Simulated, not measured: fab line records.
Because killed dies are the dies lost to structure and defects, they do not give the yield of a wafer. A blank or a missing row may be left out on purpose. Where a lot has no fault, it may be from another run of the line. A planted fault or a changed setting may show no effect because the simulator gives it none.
The tool behind it: which one? | flow sky130 | 11 lots, 33 wafers sampled, at 6 steps of a route of 708

## WHAT EACH GAUGE READ, for each wafer
SKY_RES_XHIGH_TW_MEAS_09.
lot  | measured     | on            | RES_XHIGH_TW
L548 | day 26 20:29 | film_metro-04 | 1649 1651 1642
L550 | day 27 13:12 | film_metro-03 | 1620 1622 1616
L551 | day 28 02:19 | film_metro-01 | 1658 1662 1661
L552 | day 28 12:56 | film_metro-01 | 1673 1658 1666
L554 | day 29 02:47 | film_metro-01 | 1649 1669 1656
L555 | day 29 12:53 | film_metro-03 | 1616 1616 1611
L559 | day 30 21:13 | film_metro-03 | 1614 1610 1618
L561 | day 31 12:04 | film_metro-04 | 1641 1645 1633
L568 | day 33 14:02 | film_metro-01 | 1653 1650 1648
L569 | day 34 01:53 | film_metro-03 | 1617 1625 1621
L570 | day 34 06:34 | film_metro-04 | 1634 1630 1633

SKY_SD_N_RS_MEAS_16: the measuring method here is four-point-probe.
lot  | measured     | on            | SD_N_RS (ohm/sq)
L548 | day 28 01:43 | film_metro-04 | 68.49 68.48 68.40
L550 | day 28 18:01 | film_metro-04 | 68.53 68.34 68.35
L551 | day 29 06:48 | film_metro-01 | 68.72 68.81 68.68
L552 | day 29 18:02 | film_metro-04 | 68.72 68.64 68.72
L554 | day 30 07:34 | film_metro-01 | 68.79 68.84 68.75
L555 | day 30 18:20 | film_metro-03 | 68.49 68.48 68.07
L559 | day 32 01:13 | film_metro-04 | 72.20 72.45 72.36
L561 | day 32 15:31 | film_metro-03 | 72.11 72.05 72.13
L568 | day 34 16:36 | film_metro-01 | 68.85 68.73 68.73
L569 | day 35 04:54 | film_metro-01 | 68.73 68.55 68.64
L570 | day 35 10:04 | film_metro-04 | 68.66 68.60 68.53

SKY_SD_N_RS_MEAS_17: the measuring method here is four-point-probe.
lot  | measured     | on            | SD_P_RS (ohm/sq)
L548 | day 28 01:50 | film_metro-04 | 147.4 147.4 146.9
L550 | day 28 18:08 | film_metro-04 | 146.5 146.8 147.0
L551 | day 29 06:55 | film_metro-01 | 147.0 147.4 147.4
L552 | day 29 18:10 | film_metro-04 | 147.0 147.7 147.4
L554 | day 30 07:41 | film_metro-01 | 147.4 147.1 147.4
L555 | day 30 18:27 | film_metro-03 | 146.4 146.6 146.2
L559 | day 32 01:20 | film_metro-04 | 168.9 168.8 169.2
L561 | day 32 15:38 | film_metro-03 | 168.1 167.8 167.7
L568 | day 34 16:43 | film_metro-01 | 147.4 147.9 147.4
L569 | day 35 05:01 | film_metro-01 | 148.0 147.0 147.5
L570 | day 35 10:11 | film_metro-04 | 147.2 147.2 146.8

SKY_LI_CONTACT_THK_MEAS_23: measures by xrf.
lot  | measured     | on            | LI_CONTACT_W_THK (nm)
L548 | day 29 07:50 | film_metro-04 | 397 393 397
L550 | day 29 23:14 | film_metro-04 | 397 402 393
L551 | day 30 13:24 | film_metro-04 | 397 395 396
L552 | day 31 00:31 | film_metro-03 | 404 406 409
L554 | day 31 13:47 | film_metro-03 | 399 405 399
L555 | day 31 23:47 | film_metro-01 | 410 408 418
L559 | day 33 06:06 | film_metro-01 | 415 417 413
L561 | day 33 20:21 | film_metro-01 | 408 415 416
L568 | day 35 20:46 | film_metro-03 | 392 395 388
L569 | day 36 08:48 | film_metro-04 | 400 394 403
L570 | day 36 14:01 | film_metro-04 | 407 406 406

## EACH LOT AND THE TOOL THAT RAN IT (in order: tool; ch and the chambers of the sampled wafers; start)
lot  | SKY_SD_N_RTA_14                  | SKY_LI_CONTACT_ETCH_14
L548 | rtp_anneal-01 ch 0, day 28 01:31 | rie_diel-02 ch 0,1, day 29 06:53
L550 | rtp_anneal-01 ch 0, day 28 17:49 | rie_diel-02 ch 1,2,3, day 29 22:25
L551 | rtp_anneal-02 ch 0, day 29 06:38 | rie_diel-01 ch 2,3, day 30 12:35
L552 | rtp_anneal-01 ch 0, day 29 17:51 | rie_diel-02 ch 0,1,2, day 30 23:41
L554 | rtp_anneal-01 ch 0, day 30 07:23 | rie_diel-01 ch 0,2, day 31 12:58
L555 | rtp_anneal-02 ch 0, day 30 18:08 | rie_diel-02 ch 1,3, day 31 22:47
L559 | rtp_anneal-02 ch 0, day 32 01:02 | rie_diel-04 ch 0,1,3, day 33 05:17
L561 | rtp_anneal-02 ch 0, day 32 15:21 | rie_diel-02 ch 1,2, day 33 19:32
L568 | rtp_anneal-01 ch 0, day 34 16:25 | rie_diel-04 ch 0,1, day 35 19:58
L569 | rtp_anneal-02 ch 0, day 35 04:44 | rie_diel-02 ch 1,3, day 36 07:59
L570 | rtp_anneal-01 ch 0, day 35 09:53 | rie_diel-01 ch 0,3, day 36 13:05
- SKY_SD_N_RTA_14: time 2 s.
- SKY_LI_CONTACT_ETCH_14: etches BARC in N2/H2, stops on SiO2, time 45.9 s, target depth 60 nm.

## AS READ BY THE TOOLS THEMSELVES (means over the sampled wafers that have a number; for cases with no such wafer, the mark the record gives instead)
SKY_SD_N_RTA_14.
lot  | tool          | lamp_power_pct (%) | ramp_down_c_per_s | wafer_temp_C_max
L548 | rtp_anneal-01 | 15.79              | 90.010            | 1078.6
L550 | rtp_anneal-01 | 15.77              | 89.989            | 1078.3
L551 | rtp_anneal-02 | 15.73              | 89.996            | 1077.9
L552 | rtp_anneal-01 | 15.76              | 90.014            | 1079.0
L554 | rtp_anneal-01 | 15.73              | 90.000            | 1079.3
L555 | rtp_anneal-02 | 15.75              | 90.003            | 1078.4
L559 | rtp_anneal-02 | 15.11              | 89.992            | 1054.0
L561 | rtp_anneal-02 | 15.11              | 89.995            | 1053.8
L568 | rtp_anneal-01 | 15.72              | 89.997            | 1079.5
L569 | rtp_anneal-02 | 15.75              | 89.982            | 1077.9
L570 | rtp_anneal-01 | 15.71              | 90.013            | 1079.8

SKY_LI_CONTACT_ETCH_14.
lot  | tool        | drypump_motor_current_A (A) | oes_product_au (a.u.) | throttle_valve_pct (%)
L548 | rie_diel-02 | 5.9                         | 0.855                 | 13.228
L550 | rie_diel-02 | 5.6                         | 0.854                 | 13.230
L551 | rie_diel-01 | 5.7                         | 0.854                 | 13.218
L552 | rie_diel-02 | 5.7                         | 0.858                 | 13.217
L554 | rie_diel-01 | 5.3                         | 0.856                 | 13.220
L555 | rie_diel-02 | 5.8                         | 0.856                 | 13.226
L559 | rie_diel-04 | 5.8                         | 0.854                 | 13.220
L561 | rie_diel-02 | 5.6                         | 0.859                 | 13.219
L568 | rie_diel-04 | 5.3                         | 0.851                 | 13.218
L569 | rie_diel-02 | 5.6                         | 0.853                 | 13.226
L570 | rie_diel-01 | 6.2                         | 0.856                 | 13.229

## THE ANSWER, worked out from the rows above alone
Rule: the lots themselves supply what counts as usual. Put in order of their means at a reading, lots are off if they are a third of the lots or fewer, leave a main group of 4 or more, and stand apart from it by a gap of 3 or more times the standard deviation of the main group's means; of several such gaps the widest counts. Not used: any main group whose means are identical at the precision the tables above print for the reading. Also off: a lot with no number at a reading for which 4 or more lots have one. Where the step has rows for the other lots, those lots are counted as sound. The gauges are gone through in route order, then the tools' own readings, and for those a lot's mean is taken as printed above. At the first step where some lot is off, the reading lying furthest off is the one used; lots without a number count as furthest.
Off: L559, L561, seen at SKY_SD_N_RS_MEAS_16 (SD_N_RS). Main group: mean 68.60 ohm/sq, sd 0.16.
A tool fits if, at a process step before that reading, it ran every lot that is off, and no sound lot after the first of them. The gauges at SKY_SD_N_RS_MEAS_16 aren't tried: what is off there is off at SKY_SD_N_RTA_14 too, on other tools, and a gauge's error can't cause that. Not one of the candidates tried fits.

## WHAT THE SIMULATOR HAD INSERTED
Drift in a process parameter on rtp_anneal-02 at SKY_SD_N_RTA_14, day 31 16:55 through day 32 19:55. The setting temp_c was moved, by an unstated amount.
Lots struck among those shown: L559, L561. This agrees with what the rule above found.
